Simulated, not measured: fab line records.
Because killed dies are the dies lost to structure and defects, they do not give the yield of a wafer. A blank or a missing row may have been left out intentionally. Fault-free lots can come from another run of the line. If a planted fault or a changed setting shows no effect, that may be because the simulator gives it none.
The same fault as seen by 2 desks ; flow sky130 ; numbers are kept per desk, each desk with only its own; the story behind them comes last

## FOR THE TOOL OWNER'S DESK: pvd sputter-04
The tool's own readings at SKY_METAL4_SPUTTER_02 (material AlCu, target thk 735 nm, time 39.1 s): means of the sampled wafers that have a number, for each lot that ran on this tool. Any lot whose mean is over 4 standard deviations away from the usual mean is out of limits and marked OUT; that distance is given in the brackets.
Columns: A = chamber pressure pa at SKY_METAL4_SPUTTER_02, usual 0.4000 Pa; B = throttle valve pct at SKY_METAL4_SPUTTER_02, usual 29.9 %
lot;first seen here;A;B
L982;day 42 13:37;0.4004;30.8
L990;day 44 14:10;0.3765 (-28) OUT;31.6
This desk's verdict: out of limits on L990, starting with L990 at day 44 14:10 (chamber pressure pa at SKY_METAL4_SPUTTER_02). L982 stayed within limits.

## FROM THE METROLOGY DESK
Lot by lot, what the gauges showed, no matter which tool ran the lot: averages of those sampled wafers that carry a number. Any lot whose mean is over 4 standard deviations away from the usual mean is out of limits and marked OUT; that distance is given in the brackets.
Columns: A = VIA3_W_RS at SKY_VIA3_RS_MEAS_22, usual 0.295 ohm/sq; B = VIA3_W_THK at SKY_VIA3_THK_MEAS_23, usual 414 nm; C = CAP2M_CVD_00_THK at SKY_CAP2M_THK_MEAS_01, usual 15.54 nm; D = CAP2M_TIN_RS at SKY_CAP2M_RS_MEAS_03, usual 6.88 ohm/sq; E = CAP2M_TIN_THK at SKY_CAP2M_THK_MEAS_04, usual 196.2 nm; F = CAP2M_OVL at SKY_CAP2M_OVL_MEAS_12, usual 0.8 nm; G = cd nm at SKY_METAL4_CD_MEAS_13, usual 300.1 nm
lot;first seen here;A;B;C;D;E;F;G
L974;day 39 16:25;0.294;418;15.67;6.83;198.1;-1.3;300.1
L982;day 42 13:05;0.302;414;15.35;6.88;196.4;-0.6;301.4
L990;day 44 13:38;0.299;409;15.79;6.87;196.5;0.8;299.8
L992;day 45 00:29;0.301;410;15.61;6.90;195.8;-0.3;301.3
L996;day 45 18:28;0.296;418;15.41;6.84;197.6;-0.9;299.8
Result from this desk: across the 5 lots, nothing is out of limits.

## PUT TOGETHER
At day 44 14:10, on L990, the tool owner's desk was in a position to raise an alarm.
Nothing out of limits was seen by the metrology desk.
The metrology desk has L990 on record, within its limits.
All the named lots went through SKY_METAL4_SPUTTER_02 on pvd sputter-04.

## WHAT HAD BEEN PUT IN BY THE SIMULATOR
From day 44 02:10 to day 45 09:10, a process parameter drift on pvd sputter-04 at SKY_METAL4_SPUTTER_02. Setting chamber pressure pa, moved by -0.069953, from 0.4. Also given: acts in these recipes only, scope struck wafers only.
Shown lots that were struck: L990.
Time in hours from fault onset to the first out-of-limits reading at each desk: the tool owner's desk, 12.
